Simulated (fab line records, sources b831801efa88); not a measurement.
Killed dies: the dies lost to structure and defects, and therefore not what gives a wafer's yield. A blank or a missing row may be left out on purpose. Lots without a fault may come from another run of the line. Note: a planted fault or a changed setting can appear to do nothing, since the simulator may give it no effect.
fab line records	flow sky130
[record] lots = 12	wafers = 36	lastDay = 50
route steps=708 shown RES_XHIGH@339 VIA1@460
lots that met no fault: from a run of the same line without faults
startH: hours from the record's first day to the start of the lot's first wafer shown	waitH: hours since the lot's step before	" same as the row above	L1.1+2: one row covering several wafers at once	- no value, or no start given	* or withheld: withheld	< > ~ a bound
route shown NAME@n: names a module that has steps shown in the file, with the first one's number in the route	usual: mean and standard deviation over wafers with no fault	same: alike in all rows	chamber/n: place in a boat	sites: each site's reading	_std_site: the values' standard deviation	_edge_site: inner sites' mean taken away from outer sites' mean	radiusMm: for every site, how far away it sits from the centre of the wafer	mask NAME#n: copy n	behind: the tool/chamber that last shaped the wafer	hold: what put the lot on hold/how long, in hours/how the hold closed	device: the n, p or np transistor that did not switch	end of line: the same wafers' tests at the end of the route	step lacking rows: just its recipe	killed: the dies lost at the first sort to structure and to defects; this is not the yield of the wafer	map: dies across one wafer; x = killed, . = not, _ = none there
set.NAME: the setting the step ran with; set.NAME@STEP: the setting that earlier step ran with	model.NAME: the simulator's own value behind a step, which no gauge read
route steps across a sampled set of lots; one table per step, one row per wafer
services: from which hour (startH, from the record's first day; less than 0 if before it) a tool's chamber was out of use, for how many hours, and why
[[steps]]
[step SKY_RES_XHIGH_IMPLANT_07]
[recipe] species = BF2	energyKev = 20	doseCm2 = 3.6e+14	tiltDeg = 0
[usual] tiltDeg = 0.001/0.02
[same] implantIonAmu = 49
lot.wafer	tool	chamber	startH	waitH	tiltDeg
L603.1	implanter-03	0	609.46	0.1	0.014
L603.5	"	0	"	"	0.006
L603.6	"	0	"	"	0.017
L604.1	implanter-01	0	610.16	0.1	-0.012
L604.5	"	0	"	"	0.000
L604.6	"	0	"	"	0.013
L605.3	implanter-02	0	622.61	0.1	0.011
L605.4	"	0	"	"	0.048
L605.5	"	0	"	"	0.029
L606.3	implanter-02	0	626.81	0.1	0.020
L606.4	"	0	"	"	0.024
L606.6	"	0	"	"	0.006
L607.1	implanter-02	0	631.81	0.1	0.003
L607.2	"	0	"	"	-0.028
L607.3	"	0	"	"	0.001
L614.3	implanter-02	0	701.36	0.1	0.014
L614.5	"	0	"	"	0.038
L614.6	"	0	"	"	0.034
L616.2	implanter-02	0	730.08	0.1	-0.018
L616.5	"	0	"	"	0.019
L616.6	"	0	"	"	-0.054
L622.1	implanter-01	0	758.91	0.1	-0.006
L622.2	"	0	"	"	-0.010
L622.4	"	0	"	"	0.006
L623.1	implanter-03	0	765.16	0.1	0.000
L623.2	"	0	"	"	-0.008
L623.6	"	0	"	"	0.008
L624.1	implanter-01	0	776.46	0.1	0.019
L624.2	"	0	"	"	-0.002
L624.3	"	0	"	"	-0.027
L625.1	implanter-03	0	785.61	0.1	-0.011
L625.2	"	0	"	"	-0.009
L625.5	"	0	"	"	-0.018
L626.1	implanter-03	0	792.68	0.1	0.011
L626.5	"	0	"	"	-0.026
L626.6	"	0	"	"	0.017
[step SKY_RES_XHIGH_TW_MEAS_09]
[usual] RES_XHIGH_TW = 1642/7.8
lot.wafer	tool	chamber	startH	waitH	RES_XHIGH_TW
L603.1	filmMetro-02	-	609.71	0.1	1630
L603.5	"	-	"	"	1633
L603.6	"	-	"	"	1635
L604.1	filmMetro-02	-	610.41	0.1	1622
L604.5	"	-	"	"	1634
L604.6	"	-	"	"	1634
L605.3	filmMetro-01	-	622.83	0.1	1652
L605.4	"	-	"	"	1646
L605.5	"	-	"	"	1650
L606.3	filmMetro-02	-	627.03	0.1	1640
L606.4	"	-	"	"	1640
L606.6	"	-	"	"	1637
L607.1	filmMetro-04	-	632.06	0.1	1636
L607.2	"	-	"	"	1635
L607.3	"	-	"	"	1634
L614.3	filmMetro-02	-	701.58	0.1	1614
L614.5	"	-	"	"	1614
L614.6	"	-	"	"	1615
L616.2	filmMetro-04	-	730.32	0.1	1621
L616.5	"	-	"	"	1622
L616.6	"	-	"	"	1617
L622.1	filmMetro-02	-	759.16	0.1	1638
L622.2	"	-	"	"	1642
L622.4	"	-	"	"	1639
L623.1	filmMetro-01	-	765.41	0.1	1642
L623.2	"	-	"	"	1645
L623.6	"	-	"	"	1649
L624.1	filmMetro-01	-	776.71	0.1	1656
L624.2	"	-	"	"	1653
L624.3	"	-	"	"	1649
L625.1	filmMetro-01	-	785.86	0.1	1643
L625.2	"	-	"	"	1638
L625.5	"	-	"	"	1643
L626.1	filmMetro-01	-	792.93	0.1	1652
L626.5	"	-	"	"	1629
L626.6	"	-	"	"	1645
[step SKY_SD_N_RS_MEAS_18]
[recipe] thkMeasGauge = four-point-probe
[usual] RES_XHIGH_RS = 332.8/1.2
lot.wafer	tool	chamber	startH	waitH	RES_XHIGH_RS[ohm/sq]
L603.1	filmMetro-02	-	640.60	0.1	334.0
L603.5	"	-	"	"	334.6
L603.6	"	-	"	"	333.9
L604.1	filmMetro-04	-	641.40	0.1	332.8
L604.5	"	-	"	"	334.4
L604.6	"	-	"	"	332.6
L605.3	filmMetro-02	-	653.58	0.1	333.4
L605.4	"	-	"	"	333.4
L605.5	"	-	"	"	333.1
L606.3	filmMetro-01	-	657.48	0.1	332.5
L606.4	"	-	"	"	332.5
L606.6	"	-	"	"	332.8
L607.1	filmMetro-04	-	662.59	0.1	332.2
L607.2	"	-	"	"	333.3
L607.3	"	-	"	"	333.2
L614.3	filmMetro-04	-	729.18	0.1	343.0
L614.5	"	-	"	"	343.0
L614.6	"	-	"	"	344.2
L616.2	filmMetro-01	-	759.01	0.1	347.2
L616.5	"	-	"	"	346.7
L616.6	"	-	"	"	347.4
L622.1	filmMetro-02	-	788.29	0.1	332.8
L622.2	"	-	"	"	333.5
L622.4	"	-	"	"	333.9
L623.1	filmMetro-04	-	794.34	0.1	334.1
L623.2	"	-	"	"	333.6
L623.6	"	-	"	"	333.9
L624.1	filmMetro-01	-	804.90	0.1	330.8
L624.2	"	-	"	"	331.1
L624.3	"	-	"	"	329.7
L625.1	filmMetro-02	-	812.90	0.1	333.3
L625.2	"	-	"	"	333.2
L625.5	"	-	"	"	333.5
L626.1	filmMetro-04	-	819.49	0.1	334.2
L626.5	"	-	"	"	334.4
L626.6	"	-	"	"	333.4
[step SKY_VIA1_CMP_02]
[recipe] material = SiO2	downForcePsi = 4	platenRpm = 60	padVelocityMS = 0.94248
[usual] motorCurrentA = 12.6/1.1
lot.wafer	tool	chamber	startH	waitH	motorCurrentA
L604.1	cmp-02	1	762.91	0.2	11.3
L604.5	"	2	"	"	13.2
L604.6	"	3	"	"	13.2
L603.1	cmp-01	2	763.07	0.2	12.4
L603.5	"	3	"	"	13.3
L603.6	"	0	"	"	13.5
L605.3	cmp-02	3	773.07	0.0	13.6
L605.4	"	0	"	"	12.0
L605.5	"	0	"	"	11.5
L606.3	cmp-01	3	778.04	0.1	13.0
L606.4	"	0	"	"	13.0
L606.6	"	2	"	"	12.1
L607.2	cmp-01	3	782.71	0.0	13.2
L607.3	"	0	"	"	13.5
L607.1	"	1	"	"	13.8
L614.3	cmp-02	0	844.64	0.1	11.4
L614.5	"	2	"	"	12.4
L614.6	"	3	"	"	13.7
L616.2	cmp-01	3	873.14	0.2	12.2
L616.5	"	0	"	"	12.8
L616.6	"	1	"	"	14.4
L622.1	cmp-01	2	899.13	0.1	12.3
L622.2	"	0	"	"	14.2
L622.4	"	1	"	"	15.0
L623.2	cmp-02	2	904.27	0.0	12.1
L623.1	"	1	"	"	11.3
L623.6	"	2	"	"	12.2
L624.2	cmp-01	1	913.61	0.0	14.0
L624.1	"	2	"	"	12.0
L624.3	"	3	"	"	13.1
L625.2	cmp-02	2	923.22	0.0	12.6
L625.1	"	0	"	"	12.0
L625.5	"	3	"	"	13.6
L626.1	cmp-02	0	927.58	0.1	11.2
L626.6	"	3	"	"	14.1
L626.5	"	0	"	"	11.7
[step SKY_VIA1_SPUTTER_20]
[recipe] material = TiN	targetThkNm = 20	chamberPressurePa = 5	powerW = 4000	timeS = 80
[usual] throttleValvePct = 30.8/1.2
[same] timeS = 80
lot.wafer	tool	chamber	startH	waitH	throttleValvePct
L604.1	pvdSputter-04	-	791.94	0.0	31.8
L604.5	"	-	"	"	29.6
L604.6	"	-	"	"	31.0
L603.1	pvdSputter-01	-	792.19	0.0	33.5
L603.5	"	-	"	"	30.0
L603.6	"	-	"	"	30.8
L605.3	pvdSputter-04	-	801.13	0.0	31.3
L605.4	"	-	"	"	29.6
L605.5	"	-	"	"	30.9
L606.3	pvdSputter-02	-	806.05	0.0	28.6
L606.4	"	-	"	"	30.1
L606.6	"	-	"	"	29.9
L607.1	pvdSputter-02	-	810.81	0.0	28.6
L607.2	"	-	"	"	30.1
L607.3	"	-	"	"	30.0
L614.3	pvdSputter-01	-	872.19	0.0	33.3
L614.5	"	-	"	"	33.3
L614.6	"	-	"	"	29.8
L616.2	pvdSputter-04	-	899.07	0.0	31.6
L616.5	"	-	"	"	31.9
L616.6	"	-	"	"	30.8
L622.1	pvdSputter-01	-	924.52	0.0	31.2
L622.2	"	-	"	"	31.3
L622.4	"	-	"	"	33.3
L623.1	pvdSputter-02	-	929.71	0.0	30.1
L623.2	"	-	"	"	28.7
L623.6	"	-	"	"	30.6
L624.1	pvdSputter-01	-	939.21	0.0	30.9
L624.2	"	-	"	"	33.3
L624.3	"	-	"	"	29.9
L625.1	pvdSputter-04	-	949.14	0.0	31.5
L625.2	"	-	"	"	30.8
L625.5	"	-	"	"	30.7
L626.1	pvdSputter-01	-	953.70	0.0	31.3
L626.5	"	-	"	"	33.2
L626.6	"	-	"	"	29.8
[step SKY_VIA1_CMP_24]
[recipe] stopOn = SiO2	tOverpolishS = 15	downForcePsi = 3.5	platenRpm = 60	targetThkNm = 0	padVelocityMS = 0.94248
[usual] motorCurrentA = 11.5/0.98	overpolishRunS = 15.001/0.0094	timeToEndpointS = 64/3
lot.wafer	tool	chamber	startH	waitH	motorCurrentA	overpolishRunS	timeToEndpointS
L604.1	cmp-02	2	792.42	0.2	11.7	15.001	63
L604.6	"	3	"	"	12.5	15.008	69
L604.5	"	0	"	"	10.5	15.007	61
L603.1	cmp-01	0	792.68	0.2	11.9	15.001	65
L603.5	"	1	"	"	12.7	15.000	64
L603.6	"	2	"	"	11.6	15.004	64
L605.3	cmp-02	0	801.46	0.0	11.4	15.011	62
L605.4	"	1	"	"	10.1	15.008	66
L605.5	"	1	"	"	10.9	15.011	65
L606.3	cmp-01	2	806.48	0.1	11.0	15.004	61
L606.4	"	3	"	"	11.3	14.982	64
L606.6	"	1	"	"	12.9	15.003	61
L607.1	cmp-01	3	811.14	0.1	11.8	14.997	64
L607.2	"	0	"	"	12.4	15.003	68
L607.3	"	1	"	"	13.1	15.004	64
L614.3	cmp-02	1	872.57	0.1	9.5	14.999	64
L614.6	"	0	"	"	11.4	15.007	59
L614.5	"	1	"	"	9.7	14.989	66
L616.2	cmp-02	1	899.55	0.2	10.0	15.004	63
L616.6	"	2	"	"	11.5	15.008	64
L616.5	"	3	"	"	12.3	15.001	70
L622.4	cmp-02	1	924.85	0.0	11.0	15.013	66
L622.1	"	3	"	"	12.5	14.984	67
L622.2	"	0	"	"	10.7	15.000	62
L623.2	cmp-02	1	930.36	0.4	10.0	14.993	60
L623.1	"	2	"	"	11.4	15.021	59
L623.6	"	0	"	"	10.8	14.996	58
L624.1	cmp-01	3	939.59	0.1	11.9	14.996	66
L624.2	"	0	"	"	11.9	14.995	70
L624.3	"	1	"	"	12.4	14.993	62
L625.2	cmp-02	1	949.52	0.1	10.6	15.020	63
L625.1	"	3	"	"	12.7	15.009	64
L625.5	"	0	"	"	10.9	14.992	60
L626.1	cmp-01	1	954.18	0.2	13.1	14.997	58
L626.6	"	2	"	"	11.3	14.991	60
L626.5	"	3	"	"	11.4	14.997	62
[[services]]
tool	chamber	startH	hours	kind
pvdSputter-01	-	587.83	0.9	repair
cmp-02	-	645.59	1.7	repair
cmp-01	-	676.46	4.3	repair
cmp-02	-	694.14	17.9	pm
cmp-01	-	698.29	5.8	repair
cmp-01	-	719.79	2.8	repair
cmp-01	-	741.68	0.3	repair
cmp-01	-	744.00	4.0	pm
cmp-02	-	745.75	1.5	repair
cmp-01	-	758.42	2.7	repair
cmp-01	-	765.91	1.6	repair
cmp-01	-	783.59	1.0	repair
cmp-01	-	798.95	2.8	repair
cmp-01	-	817.59	0.5	repair
cmp-02	-	826.05	4.9	pm
cmp-01	-	826.78	2.1	repair
cmp-01	-	849.26	2.6	repair
cmp-02	-	856.58	4.0	pm
cmp-02	-	864.50	1.4	repair
cmp-01	-	879.82	3.8	pm
cmp-01	-	891.95	4.6	pm
cmp-02	-	912.00	4.0	pm
cmp-01	-	916.00	20.6	pm
cmp-01	-	935.35	0.3	repair
[[key]]
[firstSign] step = SKY_RES_XHIGH_TW_MEAS_09	reading = RES_XHIGH_TW	direction = down	sigmas = 3.2	usual = 1642	struck = 1617
[effect] step = SKY_SD_N_RS_MEAS_18	reading = RES_XHIGH_RS	direction = up	sigmas = 10	usual = 332.8	struck = 345.2
metAt SKY_RES_XHIGH_IMPLANT_07
struckLots L614,L616
testerLeftOut L614,L616
notActingAt SKY_VIA1_CMP_02,SKY_VIA1_SPUTTER_20,SKY_VIA1_CMP_24
onsetBetween 631.81 701.36
[fault] kind = processParameterDrift	tool = implanter-02	chamber = -	onsetH = 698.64	steps = SKY_RES_XHIGH_IMPLANT_07	channel = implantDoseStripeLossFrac	offset = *	shape = step	endH = 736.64
// testerLeftOut: of these lots the tester's yield and bins aren't shown, on N5 and GAA mostly nor the transistor test; their killed dies are dies lost to structure and defects alone, not to doping, threshold or leakage, so they don't give the yield
